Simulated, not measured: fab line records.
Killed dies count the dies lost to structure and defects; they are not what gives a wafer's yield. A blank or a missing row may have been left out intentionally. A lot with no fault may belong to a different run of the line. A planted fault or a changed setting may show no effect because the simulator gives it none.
The tool behind it: which one? -- flow sky130 -- 11 lots, 32 wafers sampled, at 4 steps of a route of 708

WHAT EACH GAUGE READ, for each wafer
SKY_VIA3_CD_MEAS_12: the cd target is 200 nm.
lot,measured,on,cd-nm (nm)
L580,day 40 11:20,cd-sem-02,199.0 200.8 199.9
L581,day 40 17:48,cd-sem-01,201.7 200.2
L583,day 41 07:16,cd-sem-01,198.2 197.2 196.8
L587,day 42 09:40,cd-sem-02,199.4 200.3 198.3
L590,day 43 12:47,cd-sem-02,199.0 199.2 199.7
L593,day 44 08:43,cd-sem-01,201.0 201.7 200.5
L595,day 44 17:46,cd-sem-02,201.2 202.0 201.7
L596,day 44 21:22,cd-sem-02,198.5 200.5 200.6
L599,day 45 15:22,cd-sem-02,196.9 196.8 198.9
L600,day 45 20:56,cd-sem-01,201.0 201.3 201.0
L601,day 46 00:45,cd-sem-02,199.1 199.2 199.6

WHAT TOOL EACH LOT RAN ON (gives the tool, then ch and the chambers of the sampled wafers, and finally the start)
lot,SKY_CAPM_CVD_00,SKY_METAL3_METAL_ETCH_18,SKY_METAL3_STRIP_19
L580,"pecvd-03 ch 0,2, day 37 05:07","rie-metal-04 ch 0,1, day 39 09:28","plasma-asher-01 ch 0,1, day 39 09:38"
L581,"pecvd-02 ch 0,2, day 37 11:00","rie-metal-04 ch 0,1, day 39 15:07","plasma-asher-02 ch 0,1, day 39 15:16"
L583,"pecvd-03 ch 0,1, day 38 03:29","rie-metal-03 ch 1, day 40 06:10","plasma-asher-01 ch 0,1, day 40 06:20"
L587,"pecvd-01 ch 0,1, day 39 07:59","rie-metal-04 ch 0, day 41 08:57","plasma-asher-02 ch 0,1, day 41 09:08"
L590,"pecvd-02 ch 1,2, day 40 11:42","rie-metal-01 ch 0,1, day 42 12:23","plasma-asher-03 ch 0,1, day 42 12:32"
L593,"pecvd-01 ch 1,2, day 41 09:07","rie-metal-01 ch 0,1, day 43 08:44","plasma-asher-01 ch 0,1, day 43 08:55"
L595,"pecvd-03 ch 0,1,2, day 41 17:14","rie-metal-03 ch 1, day 43 17:41","plasma-asher-03 ch 0,1, day 43 17:52"
L596,"pecvd-02 ch 1,2, day 41 22:02","rie-metal-04 ch 1, day 43 21:32","plasma-asher-03 ch 0,1, day 43 21:54"
L599,"pecvd-01 ch 1,2, day 42 17:20","rie-metal-01 ch 0,1, day 44 15:40","plasma-asher-03 ch 0,1, day 44 15:50"
L600,"pecvd-03 ch 0,2, day 42 23:29","rie-metal-04 ch 0,1, day 44 21:38","plasma-asher-03 ch 0,1, day 44 21:49"
L601,"pecvd-03 ch 0,2, day 43 03:48","rie-metal-04 ch 0,1, day 45 01:58","plasma-asher-01 ch 0,1, day 45 02:07"
- SKY_CAPM_CVD_00: deposits SiO2, target thk 15.5 nm.
- SKY_METAL3_METAL_ETCH_18: etches the open film in Cl2/BCl3, stops on SiO2, target depth 845 nm, time 183.1 s.
- SKY_METAL3_STRIP_19: strips in O2/N2.

THE ANSWER, worked out from the rows above alone
Rule: what is usual is taken from the lots themselves. Put in order of their means at a reading, lots are off if they are a third of the lots or fewer, leave a main group of 4 or more, and stand apart from it by a gap of 3 or more times the standard deviation of the main group's means; of several such gaps the widest counts. If all means in a main group match to the digits the tables above print for the reading, that group is not used. A lot without any number at a reading at which 4 lots or more have one is off too. The other lots that the step has rows for count as sound.
None of the lots is off at any reading shown; this tells nothing.

WHAT HAD BEEN PUT IN BY THE SIMULATOR
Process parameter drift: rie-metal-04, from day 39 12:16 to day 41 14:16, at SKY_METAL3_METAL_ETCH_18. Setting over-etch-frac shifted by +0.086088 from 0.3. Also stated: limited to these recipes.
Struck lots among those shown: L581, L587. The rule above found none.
